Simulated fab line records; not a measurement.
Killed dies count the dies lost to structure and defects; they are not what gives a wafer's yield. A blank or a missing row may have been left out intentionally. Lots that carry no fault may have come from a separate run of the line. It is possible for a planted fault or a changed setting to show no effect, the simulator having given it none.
Comparing a struck lot with a sound one + flow sky130 + 15 out of 708 route steps
Sound: wafers L698.1, L698.2, L698.3. Struck: wafer L711.5; the same lot's L711.4 was not struck, so it is left out; see the end for the cause.
For every step that has rows: the tool of each side, followed by ch and its chambers, followed by its first start. Under that, the readings that differ: sound wafers + struck wafers + difference of the means + sigmas: that difference in standard deviations of wafers without a fault.
alike: readings with means less than 2 such deviations apart, plus words and numbers identical on both sides. not compared: withheld readings, readings lacking a value on some wafer, bounds such as >300 that could conceal the same value, and numbers that have no deviation in the record and whose values overlap.
Wherever a step has rows on one side only, a row that says differs or no value, or a row with sigmas, the two part there. Numbers that have no deviation but don't overlap get no sigmas and don't part them. A reading missing from all wafers of one side parts the sides only when that side holds two or more wafers.

first, 5 steps without rows for these wafers: SKY_VIA3_STRIP_17 (strips in post etch residue remover, time 1200 s); SKY_VIA3_CLEAN_18 (cleans in IPA, time 180 s); SKY_VIA3_CLEAN_19 (cleans in O3/DIW); SKY_VIA3_SPUTTER_20 (material TiN, target thk 20 nm, time 80 s); SKY_VIA3_CVD_21 (deposits W, target thk 390 nm, time 117.31 s).
SKY_VIA3_RS_MEAS_22: uses a four-point probe to measure.
  sound: film metro-04 at day 39 15:49; struck: film metro-03 at day 43 11:55
  alike: VIA3_W_RS
SKY_VIA3_THK_MEAS_23: measures by xrf.
  sound: film metro-04 at day 39 15:56; struck: film metro-03 at day 43 12:00
  alike: VIA3_W_THK
SKY_VIA3_CMP_24: polishes, stops on SiO2, t overpolish 20 s, target thk 0 nm.
  sound on cmp-02 ch 0,1,3, day 39 15:59; struck on cmp-01 ch 0, day 43 12:11
  alike: motor current A, overpolish run s, retaining ring pressure frac, slurry filter dp kPa, time to endpoint s
SKY_METAL4_SPUTTER_00: material Ti, target thk 15 nm, time 10 s.
  sound: pvd sputter-04 at day 39 16:17; struck: pvd sputter-04 at day 43 12:20
  alike: throttle valve pct
SKY_METAL4_SPUTTER_01: material TiN, target thk 20 nm, time 16.7 s.
  sound: pvd sputter-04 at day 39 16:19; struck: pvd sputter-04 at day 43 12:21
  alike: throttle valve pct
SKY_METAL4_SPUTTER_02: material AlCu, target thk 735 nm, time 39.1 s.
  sound: pvd sputter-04 at day 39 16:20; struck: pvd sputter-04 at day 43 12:22
  alike: throttle valve pct
then, 1 step without rows for these wafers: SKY_METAL4_SPUTTER_03 (material Ti, target thk 5 nm, time 3.3 s).
SKY_METAL4_SPUTTER_04: material TiN, target thk 70 nm, time 58.3 s.
  sound: pvd sputter-04 at day 39 16:24; struck: pvd sputter-04 at day 43 12:26
| reading                                    | sound             | struck | difference | sigmas |
|--------------------------------------------|-------------------|--------|------------|--------|
| model.TiN_of_METAL4_SPUTTER_04.thk nm (nm) | 69.16 69.82 69.59 | 76.18  | +6.66      |        |
  alike: throttle valve pct
SKY_CAP2M_CVD_00: deposits SiO2, target thk 15.5 nm.
  sound on pecvd-04 ch 0,1,2, day 39 16:27; struck on pecvd-01 ch 1, day 43 12:29
  alike: heater power w
-- the record jumps here: 5 days lie between the struck wafers' starts before and after (it left off in module CAP2M and takes up again in module PAD_OPEN, whose first step shown is number 708 of the route) --
SKY_PAD_OPEN_PROBE_99:
  rows exist in the record for the struck wafers here (prober-01, day 48 23:55), but not for the sound ones

== WHERE THEY PART ==
Only at SKY_PAD_OPEN_PROBE_99, as far as this record shows.

WHY: whatever the simulator had introduced
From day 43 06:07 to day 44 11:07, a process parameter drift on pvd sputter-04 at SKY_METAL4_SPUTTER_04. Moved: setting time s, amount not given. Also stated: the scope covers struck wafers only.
